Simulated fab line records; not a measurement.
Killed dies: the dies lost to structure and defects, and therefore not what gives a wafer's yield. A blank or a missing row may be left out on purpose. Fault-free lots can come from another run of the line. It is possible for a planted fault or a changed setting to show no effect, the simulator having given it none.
fab line records	flow sky130
record: lots: 11	wafers: 33	last-day: 49
route steps=708 shown FIELD_ISO@17 GATE_OXIDE@203 SD_N@349
lots that met no fault: from a run of the same line without faults
start-h: hours from the record's first day to the start of the lot's first wafer shown	wait-h: how many hours have passed since the lot's step before this one	" identical to the entry in the row above	L1.1+2: a single row standing in for several wafers	- no value present, or no start provided	* or withheld: withheld	< > ~ a bound
route shown NAME@n: a module of which the file shows steps, and the number in the route of the first	usual: the fault-free wafers' mean and standard deviation	same: alike in all rows	chamber/n: place in a boat	sites: per-site readings	_std_site: the values' standard deviation	_edge_site: outer sites' mean less inner sites'	radius-mm: how far each site lies from the wafer's centre	mask NAME#n: copy n	behind: tool/chamber where the wafer was last shaped	hold: reason for holding the lot/hours on hold/outcome of the hold	device: whichever transistor did not switch (one of n, p or np)	end of line: the tests these same wafers got at the end of their route	step lacking rows: just its recipe	killed: dies lost to structure and defects at the first sort, not the wafer's yield	map: shows each die of a wafer: x if killed, . if not, _ if none is there
set.NAME: the setting as run; set.NAME@STEP: as run at that earlier step	model.NAME: the simulator's own value behind a step, which no gauge read
route steps across a sampled set of lots; one table per step, one row per wafer
services: a tool's chamber out of use, with start hour (start-h, from the record's first day; less than 0 if before it), hours out, and reason
== steps ==
step: SKY_FIELD_ISO_STRIP_16
recipe: chemistry: O2/N2	power-w: 1400	pressure-mtorr: 1500	platen-temp-c: withheld	o2-flow-sccm: 3000	n2-flow-sccm: 300	overash-fraction: 0.5
usual: drypump-motor-current-A: 5.6/0.54	o2-flow-sccm: 2999/8.9	oes-product-au: 0.377/0.0045	strip-time-to-endpoint-s: 3.542/0.029
lot.wafer	tool	chamber	start-h	wait-h	drypump-motor-current-A	o2-flow-sccm	oes-product-au	rf-hours-counter-h	strip-time-to-endpoint-s
L767.1	plasma-asher-04	0	27.93	0.0	5.5	2978	0.373	35	3.576
L767.5	"	1	"	"	5.8	2996	0.386	-	3.588
L767.6	"	0	"	"	5.6	2996	0.389	-	3.578
L768.3	plasma-asher-04	1	36.82	0.1	5.8	2994	0.374	-	3.567
L768.5	"	0	"	"	5.6	3007	0.379	-	3.519
L768.6	"	1	"	"	5.8	3003	0.380	-	3.543
L771.2	plasma-asher-01	1	52.91	0.0	5.8	3001	0.382	25	3.550
L771.3	"	1	"	"	5.8	3004	0.380	-	3.533
L771.5	"	0	"	"	5.2	2993	0.379	-	3.562
L772.2	plasma-asher-01	1	56.85	0.0	5.8	3004	0.377	25	3.550
L772.3	"	0	"	"	5.2	3000	0.369	-	3.556
L772.5	"	1	"	"	5.8	2995	0.374	-	3.584
L774.4	plasma-asher-04	1	64.98	0.1	5.9	3018	0.380	-	3.555
L774.5	"	1	"	"	5.8	3010	0.375	-	3.558
L774.6	"	0	"	"	5.6	2996	0.380	-	3.540
L775.1	plasma-asher-01	0	70.91	0.0	5.2	3005	0.378	27	3.565
L775.4	"	0	"	"	5.2	3008	0.380	-	3.574
L775.5	"	1	"	"	5.9	2990	0.383	-	3.540
L776.1	plasma-asher-02	0	75.25	0.0	6.4	2996	0.376	37	3.539
L776.2	"	1	"	"	4.9	3013	0.387	37	3.530
L776.4	"	0	"	"	6.4	3005	0.372	-	3.548
L785.1	plasma-asher-02	1	123.01	0.0	4.8	2985	0.383	42	3.535
L785.2	"	0	"	"	6.4	2990	0.378	42	3.506
L785.4	"	1	"	"	4.8	2981	0.374	-	3.552
L786.2	plasma-asher-02	0	134.33	0.0	6.4	3002	0.379	43	3.535
L786.4	"	1	"	"	4.8	2993	0.374	-	3.524
L786.6	"	0	"	"	6.4	2998	0.385	-	3.496
L787.4	plasma-asher-01	0	138.87	0.1	5.2	3000	0.384	-	3.511
L787.5	"	1	"	"	5.9	3002	0.378	-	3.567
L787.6	"	0	"	"	5.2	2995	0.376	-	3.513
L788.3	plasma-asher-02	0	141.79	0.1	6.4	3004	0.378	-	3.553
L788.5	"	1	"	"	4.8	3007	0.376	-	3.583
L788.6	"	0	"	"	6.4	3012	0.381	-	3.577
step: SKY_FIELD_ISO_ETCH_17
recipe: target-depth-a: 3420	mask-material: Si3N4	chemistry: HBr/Cl2/O2	target: Si	taper-deg: 5	icp-w: 600	bias-w: 150	pressure-mtorr: 15	HBr_flow_sccm: 150	Cl2_flow_sccm: 40	O2_flow_sccm: 6	time-s: 97.7
usual: drypump-motor-current-A: 5.5/0.44	mfc-cl2-sccm: 40.01/0.13	oes-product-au: 1.001/0.0077	throttle-valve-pct: 25.656/0.0098
lot.wafer	tool	chamber	start-h	wait-h	drypump-motor-current-A	mfc-cl2-sccm	oes-product-au	rf-hours-counter-h	throttle-valve-pct
L767.1	rie-si-02	0	28.03	0.1	6.0	39.88	1.000	96	25.640
L767.5	"	1	"	"	5.2	40.04	1.008	-	25.644
L767.6	"	2	"	"	5.4	39.77	1.003	-	25.659
L768.3	rie-si-02	1	36.88	0.0	5.2	39.74	1.006	78	25.654
L768.5	"	0	"	"	5.9	40.08	1.001	-	25.649
L768.6	"	3	"	"	6.3	40.05	1.000	-	25.635
L771.2	rie-si-01	0	53.01	0.1	5.1	40.02	1.008	3	25.645
L771.3	"	2	"	"	6.1	40.13	0.999	19	25.661
L771.5	"	1	"	"	5.0	39.92	1.004	-	25.661
L772.2	rie-si-01	1	56.95	0.1	5.0	40.12	1.017	53	25.653
L772.3	"	2	"	"	6.1	39.96	1.005	19	25.658
L772.5	"	2	"	"	6.1	40.03	1.006	-	25.663
L774.4	rie-si-01	1	65.05	0.0	5.0	39.95	1.019	53	25.663
L774.5	"	1	"	"	5.0	40.12	1.006	-	25.653
L774.6	"	0	"	"	5.1	40.10	0.992	-	25.659
L775.1	rie-si-01	3	71.01	0.1	5.5	39.79	0.994	72	25.657
L775.4	"	2	"	"	6.1	39.97	0.995	19	25.643
L775.5	"	0	"	"	5.1	40.11	1.005	-	25.654
L776.1	rie-si-02	2	75.35	0.1	5.4	40.07	0.996	94	25.666
L776.2	"	0	"	"	5.9	40.25	1.007	96	25.639
L776.4	"	1	"	"	5.2	39.86	0.997	79	25.651
L785.1	rie-si-01	2	123.11	0.1	6.1	40.02	0.998	19	25.659
L785.2	"	3	"	"	5.5	40.04	0.984	73	25.675
L785.4	"	1	"	"	5.0	39.87	1.007	54	25.654
L786.2	rie-si-02	0	134.43	0.1	5.9	39.81	0.997	97	25.642
L786.4	"	0	"	"	5.9	39.97	0.997	-	25.656
L786.6	"	1	"	"	5.2	39.99	0.997	-	25.666
L787.4	rie-si-01	2	138.93	0.0	6.1	39.99	0.999	20	25.655
L787.5	"	2	"	"	6.1	40.17	0.993	-	25.655
L787.6	"	1	"	"	5.0	40.08	1.011	-	25.671
L788.3	rie-si-02	1	141.86	0.0	5.2	40.06	0.999	79	25.655
L788.5	"	2	"	"	5.4	39.84	0.992	-	25.669
L788.6	"	1	"	"	5.2	39.98	0.999	-	25.654
step: SKY_GATE_OXIDE_OXIDATION_16
recipe: temp-c: 800	ambient: O2	idle-temp-c: 700	ramp-up-c-per-min: 10	ramp-down-c-per-min: 3	stabilise-s: 600	purge-s: 300	target-thk-a: 35.7	ox-time-s: 1915
usual: spike-tc-bottom-C: 820.3/0.93	spike-tc-centre-C: 800.2/1	spike-tc-lower-C: 801.9/1.9	zone-power-bottom-pct: 21.1/0.46	zone-power-centre-pct: 14.18/0.14	zone-power-lower-pct: 14.4/0.35	zone-power-top-pct: 31.7/1.7
same: purge-s: 300	stabilise-s: 600
lot.wafer	tool	chamber	start-h	wait-h	spike-tc-bottom-C	spike-tc-centre-C	spike-tc-lower-C	zone-power-bottom-pct	zone-power-centre-pct	zone-power-lower-pct	zone-power-top-pct
L767.1	furnace-02	0	310.15	0.2	820.0	802.3	797.9	20.6	14.16	15.2	33.7
L767.5	"	0	"	"	820.9	800.7	799.4	20.7	14.02	15.0	33.8
L767.6	"	0	"	"	821.3	802.5	800.2	20.5	14.22	14.9	33.7
L768.3	furnace-01	0	317.90	0.0	820.5	800.5	804.5	21.5	14.14	14.4	30.4
L768.5	"	0	"	"	820.6	799.3	802.8	21.6	14.00	14.2	30.3
L768.6	"	0	"	"	818.4	800.0	802.7	21.6	14.16	14.5	30.3
L771.2	furnace-01	0	332.88	1.5	818.4	800.8	803.2	21.5	14.41	14.4	30.4
L771.3	"	0	"	"	820.7	802.0	802.5	21.6	14.24	14.1	30.5
L771.5	"	0	"	"	820.6	799.1	802.8	21.7	14.15	14.3	30.6
L772.2	furnace-01	0	348.58	0.0	819.9	798.6	802.0	21.5	13.99	14.3	30.5
L772.3	"	0	"	"	819.2	800.4	802.3	21.6	14.49	14.4	30.6
L772.5	"	0	"	"	820.2	799.2	802.6	21.4	14.30	14.2	30.7
L774.4	furnace-01	0	367.67	1.4	818.9	801.3	802.4	21.7	14.20	14.2	31.0
L774.5	"	0	"	"	819.0	800.2	803.2	21.5	14.12	14.5	31.0
L774.6	"	0	"	"	821.2	798.6	802.6	21.3	14.23	14.2	30.2
L776.1	furnace-01	0	379.29	1.1	815.7	793.9	846.5	16.1	8.08	27.7	30.6
L776.2	"	0	"	"	814.2	794.6	846.7	16.1	8.33	28.2	30.7
L776.4	"	0	"	"	812.6	794.5	845.0	16.4	8.22	27.7	30.8
L775.1	furnace-01	0	380.82	0.0	812.9	795.1	846.2	16.3	8.08	27.9	30.7
L775.4	"	0	"	"	812.3	794.7	846.7	16.2	8.13	27.7	30.0
L775.5	"	0	"	"	812.5	794.6	845.7	16.2	8.22	27.6	30.1
L785.1	furnace-01	0	456.62	1.1	821.3	799.7	803.7	21.5	14.22	14.3	31.0
L785.2	"	0	"	"	820.0	799.9	804.8	21.4	14.32	14.1	30.5
L785.4	"	0	"	"	821.8	801.5	803.1	21.5	13.92	14.2	30.7
L786.2	furnace-01	0	474.50	0.0	820.3	799.5	803.8	21.3	14.39	14.4	31.1
L786.4	"	0	"	"	820.8	801.5	803.7	21.4	14.28	14.1	30.4
L786.6	"	0	"	"	820.2	799.8	803.1	21.7	14.27	14.2	30.5
L787.4	furnace-01	0	484.01	1.7	820.2	801.3	802.5	21.6	14.20	14.4	31.0
L787.5	"	0	"	"	820.4	801.7	803.6	21.4	14.19	14.4	31.1
L787.6	"	0	"	"	820.1	799.3	801.7	20.9	14.14	14.3	30.1
L788.3	furnace-01	0	485.54	0.7	820.2	799.8	802.5	21.4	14.31	14.4	30.1
L788.5	"	0	"	"	819.3	799.9	802.5	21.3	14.14	14.3	30.7
L788.6	"	0	"	"	820.5	800.5	803.1	21.4	14.18	14.2	30.8
step: SKY_SD_N_CD_MEAS_07
recipe: target-cd-nm: 380
usual: cd-nm: 380.2/1.9
lot.wafer	tool	chamber	start-h	wait-h	cd-nm
L767.1	cd-sem-01	-	641.49	0.1	380.9
L767.5	"	-	"	"	383.2
L767.6	"	-	"	"	383.8
L768.3	cd-sem-02	-	653.89	0.1	380.6
L768.5	"	-	"	"	380.1
L768.6	"	-	"	"	379.3
L771.2	cd-sem-02	-	668.73	0.1	381.9
L771.3	"	-	"	"	380.5
L771.5	"	-	"	"	381.6
L772.2	cd-sem-02	-	682.46	0.1	380.3
L772.3	"	-	"	"	379.9
L772.5	"	-	"	"	379.8
L774.4	cd-sem-02	-	702.35	0.1	381.3
L774.5	"	-	"	"	383.2
L774.6	"	-	"	"	381.8
L776.1	cd-sem-01	-	716.80	0.1	385.9
L776.2	"	-	"	"	384.5
L776.4	"	-	"	"	384.2
L775.1	cd-sem-02	-	718.24	0.1	378.8
L775.4	"	-	"	"	378.4
L775.5	"	-	"	"	379.0
L785.1	cd-sem-01	-	787.66	0.1	379.2
L785.2	"	-	"	"	380.9
L785.4	"	-	"	"	380.3
L786.2	cd-sem-01	-	800.82	0.1	381.5
L786.4	"	-	"	"	378.9
L786.6	"	-	"	"	380.5
L787.4	cd-sem-02	-	808.20	0.1	381.8
L787.5	"	-	"	"	381.0
L787.6	"	-	"	"	377.8
L788.3	cd-sem-02	-	808.83	0.1	379.6
L788.5	"	-	"	"	378.1
L788.6	"	-	"	"	381.8
== services ==
tool	chamber	start-h	hours	kind
furnace-01	-	61.63	3.5	pm
rie-si-02	0	62.56	8.2	repair
rie-si-01	0	111.10	5.3	repair
rie-si-02	2	111.35	8.1	repair
rie-si-02	1	120.92	3.1	repair
rie-si-01	2	135.51	2.1	repair
plasma-asher-02	-	155.94	14.6	pm
rie-si-02	2	177.48	3.8	repair
rie-si-02	2	183.65	5.9	repair
rie-si-02	-	198.64	2.8	pm
rie-si-01	-	202.11	0.2	repair
rie-si-01	0	216.18	2.4	repair
furnace-01	-	229.37	3.2	pm
rie-si-02	-	233.40	0.1	repair
furnace-01	-	259.33	3.6	pm
rie-si-02	0	266.80	13.3	repair
furnace-01	-	283.79	5.0	pm
plasma-asher-01	-	284.15	28.1	pm
rie-si-01	-	321.47	4.3	pm
plasma-asher-02	-	337.13	1.2	repair
plasma-asher-01	-	359.54	2.6	repair
plasma-asher-01	-	366.70	0.4	repair
furnace-01	-	397.63	3.7	pm
rie-si-02	-	406.14	0.4	repair
== key ==
first-sign: step: SKY_GATE_OXIDE_OXIDATION_16	reading: zone-power-centre-pct	direction: down	sigmas: 43	usual: 14.18	struck: 8.18
effect: step: SKY_GATE_OXIDE_OXIDATION_16	reading: zone-power-lower-pct	direction: up	sigmas: 38	usual: 14.4	struck: 27.8
met-at SKY_GATE_OXIDE_OXIDATION_16
struck-lots L775,L776
tester-left-out L775,L776
not-acting-at SKY_FIELD_ISO_STRIP_16,SKY_FIELD_ISO_ETCH_17,SKY_SD_N_CD_MEAS_07
onset-between 367.67 379.29
fault: kind: process-parameter-drift	tool: furnace-01	chamber: -	onset-h: 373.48	steps: SKY_GATE_OXIDE_OXIDATION_16	channel: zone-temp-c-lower	offset: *	shape: step	end-h: 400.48
tester-left-out: of these lots the tester's yield and bins aren't shown, on N5 and GAA mostly nor the transistor test; their killed dies are dies lost to structure and defects alone, not to doping, threshold or leakage, so they don't give the yield
